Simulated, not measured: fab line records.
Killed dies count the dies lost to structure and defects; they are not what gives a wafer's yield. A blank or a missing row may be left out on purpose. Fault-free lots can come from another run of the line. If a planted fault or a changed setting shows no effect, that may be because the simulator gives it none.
A struck lot beside a sound one || flow sky130 || 15 steps out of a route of 708
Sound: these wafers, L546.1, L546.5, L546.6. Struck: wafers L541.1, L541.6. (L541.3 of the same lot was not struck and is left out.) The cause comes at the end.
Each step with rows lists, per side, the tool, then ch with its chambers, then its first start. Under that, the readings that differ: sound wafers || struck wafers || difference of the means || sigmas: that difference in standard deviations of wafers without a fault.
alike: readings with means less than 2 such deviations apart, plus words and numbers identical on both sides. not compared: withheld readings, readings lacking a value on some wafer, bounds such as >300 that could conceal the same value, and numbers that have no deviation in the record and whose values overlap.
The two part at a step that has a row with sigmas, a row that says differs or no value, or rows on one side only. Numbers that don't overlap but have no deviation are shown without sigmas and don't part them. A reading missing from all wafers of one side parts the sides only when that side holds two or more wafers.

first, 4 steps without rows for these wafers: SKY_VIA3_STRIP_16 (strips in O2/N2); SKY_VIA3_STRIP_17 (strips in post etch residue remover, time 1200 s); SKY_VIA3_CLEAN_18 (cleans in IPA, time 180 s); SKY_VIA3_CLEAN_19 (cleans in O3/DIW).
SKY_VIA3_SPUTTER_20: material TiN, target thk 20 nm, time 80 s.
  struck on pvd-sputter-03, day 42 23:56; sound on pvd-sputter-02, day 44 07:58
  alike: throttle-valve-pct
SKY_VIA3_CVD_21: deposits W, target thk 390 nm, time 117.31 s.
  sound on cvd-w-02 ch 0,1, day 44 08:02; struck on cvd-w-02 ch 1, day 43 00:00
  alike: heater-power-w
SKY_VIA3_RS_MEAS_22: measures by four-point-probe.
  struck on film-metro-03, day 43 00:07; sound on film-metro-04, day 44 08:10
  alike: VIA3_W_RS
SKY_VIA3_THK_MEAS_23: measures by xrf.
  struck on film-metro-03, day 43 00:14; sound on film-metro-04, day 44 08:17
  alike: VIA3_W_THK
SKY_VIA3_CMP_24: polishes, stops on SiO2, t overpolish 20 s, target thk 0 nm.
  sound on cmp-01 ch 2,3, day 44 08:23; struck on cmp-01 ch 0,2, day 43 00:24
{"reading": "slurry-filter-dp-kPa (kPa)", "sound": "13.73 13.67 13.71", "struck": "13.28 13.47", "difference": -0.33, "sigmas": -2}
  alike: motor-current-A, overpolish-run-s, retaining-ring-pressure-frac, time-to-endpoint-s
SKY_METAL4_SPUTTER_00: material Ti, target thk 15 nm, time 10 s.
  struck on pvd-sputter-01, day 43 00:36; sound on pvd-sputter-03, day 44 08:38
  alike: throttle-valve-pct
SKY_METAL4_SPUTTER_01: material TiN, target thk 20 nm, time 16.7 s.
  struck on pvd-sputter-01, day 43 00:37; sound on pvd-sputter-03, day 44 08:40
  alike: throttle-valve-pct
then, 1 step without rows for these wafers: SKY_METAL4_SPUTTER_02 (material AlCu, target thk 735 nm, time 39.1 s).
SKY_METAL4_SPUTTER_03: material Ti, target thk 5 nm, time 3.3 s.
  struck on pvd-sputter-01, day 43 00:41; sound on pvd-sputter-03, day 44 08:43
{"reading": "model.Ti_of_METAL4_SPUTTER_03.thk-nm (nm)", "sound": "4.983 5.097 4.967", "struck": "3.803 3.814", "difference": -1.207, "sigmas": ""}
  alike: throttle-valve-pct
then, 1 step without rows for these wafers: SKY_METAL4_SPUTTER_04 (material TiN, target thk 70 nm, time 58.3 s).
-- the record jumps here: 6 days lie between the struck wafers' starts before and after (it left off in module METAL4 and takes up again in module PAD_OPEN, whose first step shown is number 708 of the route) --
SKY_PAD_OPEN_PROBE_99:
  struck on prober-02, day 48 13:07; sound on prober-01, day 49 13:13
{"reading": "killed-at-other", "sound": "0 0 0", "struck": "4 2", "difference": "+3", "sigmas": "+4"}
  alike: defect-limited-yield, killed_at_M0_to_M3, killed_at_M4_up, killed-at-contacts, killed-at-front-end, killed-dies, killed-on-rim, killed-open, killed-short, sort_bin_3_pad_short, sort_bin_5_function, sort_bin_6_memory, sort-n-pass, sort-yield-pct

## WHERE THEY PART
Last at SKY_PAD_OPEN_PROBE_99 as far as this record goes, first at SKY_VIA3_CMP_24.

WHY: what had been put in by the simulator
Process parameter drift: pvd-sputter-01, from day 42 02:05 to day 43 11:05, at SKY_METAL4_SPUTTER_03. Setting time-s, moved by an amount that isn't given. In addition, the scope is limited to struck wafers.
